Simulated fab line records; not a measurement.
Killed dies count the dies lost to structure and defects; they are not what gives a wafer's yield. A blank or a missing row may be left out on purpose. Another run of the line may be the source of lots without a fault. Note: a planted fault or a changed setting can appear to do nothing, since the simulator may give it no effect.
Comparing a struck lot with a sound one / flow sky130 / 16 out of 708 route steps
Sound: wafers L114.2, L114.3, L114.6. The struck wafers were L111.1, L111.3, L111.5. At the end, the cause is stated.
For every step that has rows: the tool of each side, followed by ch and its chambers, followed by its first start. Under that, the readings that differ: sound wafers / struck wafers / difference of the means / sigmas: that difference in standard deviations of wafers without a fault.
alike: a reading whose means differ by less than 2 such deviations, as well as words and numbers matching on both sides. not compared: withheld readings; readings where some wafer has no value; bounds like >300 that might hide an equal value; numbers whose values overlap and for which the record gives no deviation.
A row with sigmas, a row that says differs or no value, or rows on one side alone: a step with any of these is where the two part. Numbers that have no deviation but don't overlap get no sigmas and don't part them. A reading that every wafer of one side lacks parts them only if that side has two wafers or more.

SKY_VIA2_BOW_MEAS_03:
  sound on film_metro-01 at day 39 00:41; struck on film_metro-04 at day 38 08:05
  alike: VIA2_BOW
then, 8 steps without rows for these wafers: SKY_VIA2_DEHYDRATE_04 (time 60 s); SKY_VIA2_HMDS_05 (prime time 60 s); SKY_VIA2_COAT_06 (resist thk 60 nm); SKY_VIA2_COAT_07 (resist thk 450 nm); SKY_VIA2_SOFTBAKE_08 (time 90 s); SKY_VIA2_EXPOSE_09 (exposes mask VIM2, target cd 200 nm); SKY_VIA2_PEB_10; SKY_VIA2_DEVELOP_11 (develop time 60 s).
SKY_VIA2_CD_MEAS_12: the cd target is 200 nm.
  sound on cd_sem-02 at day 40 01:55; struck on cd_sem-01 at day 39 09:06
reading=cd_nm (nm); sound=198.5 198.8 196.9; struck=202.4 203.7 202.1; difference=+4.7; sigmas=+3
SKY_VIA2_OVL_MEAS_13:
  sound on overlay-01 at day 40 02:01; struck on overlay-02 at day 39 09:13
  alike: VIA2_OVL
SKY_VIA2_ETCH_14: etches BARC in N2/H2, stops on SiO2, time 45.9 s, target depth 60 nm.
  sound on rie_diel-04 ch 1,3, day 40 02:03; struck on rie_diel-02 ch 0,3, day 39 09:15
  alike: drypump_motor_current_A, oes_product_au, throttle_valve_pct
  not compared: rf_hours_counter_h
SKY_VIA2_ETCH_15: etches SiO2 in C4F8/O2/Ar, stops on TiN, target depth 546 nm, time 84 s.
  sound on rie_diel-04 ch 1,3, day 40 02:05; struck on rie_diel-02 ch 0,3, day 39 09:18
reading=model.KrF-thick_of_VIA2_COAT_07.thk_nm (nm); sound=284.8 282.8 285.5; struck=224.2 222.3 224.5; difference=-60.7; sigmas=
reading=model.TiN_of_METAL2_SPUTTER_04.thk_nm (nm); sound=68.86 69.49 69.92; struck=60.08 59.47 60.12; difference=-9.53; sigmas=
reading=model.VIA2.feature_depth_nm (nm); sound=496.3 494.9 494.9; struck=504.1 505.9 505.6; difference=+9.8; sigmas=
  alike: oes_product_au
  not compared: rf_hours_counter_h
SKY_VIA2_STRIP_16: strips in O2/N2.
  sound on plasma_asher-03 ch 0,1, day 40 02:09; struck on plasma_asher-03 ch 1, day 39 09:22
reading=oes_product_au (a.u.); sound=0.400 0.391 0.405; struck=0.373 0.373 0.375; difference=-0.025; sigmas=-5
reading=strip_time_to_endpoint_s (s); sound=4.062 4.026 4.078; struck=3.394 3.390 3.427; difference=-0.652; sigmas=-28
  alike: drypump_motor_current_A
  not compared: rf_hours_counter_h
then, 2 steps without rows for these wafers: SKY_VIA2_STRIP_17 (strips in post etch residue remover, time 1200 s); SKY_PAD_OPEN_PROBE_99.

== WHERE THEY PART ==
At SKY_VIA2_CD_MEAS_12 first; at SKY_VIA2_STRIP_16 last (within this record only).

WHY: whatever the simulator had introduced
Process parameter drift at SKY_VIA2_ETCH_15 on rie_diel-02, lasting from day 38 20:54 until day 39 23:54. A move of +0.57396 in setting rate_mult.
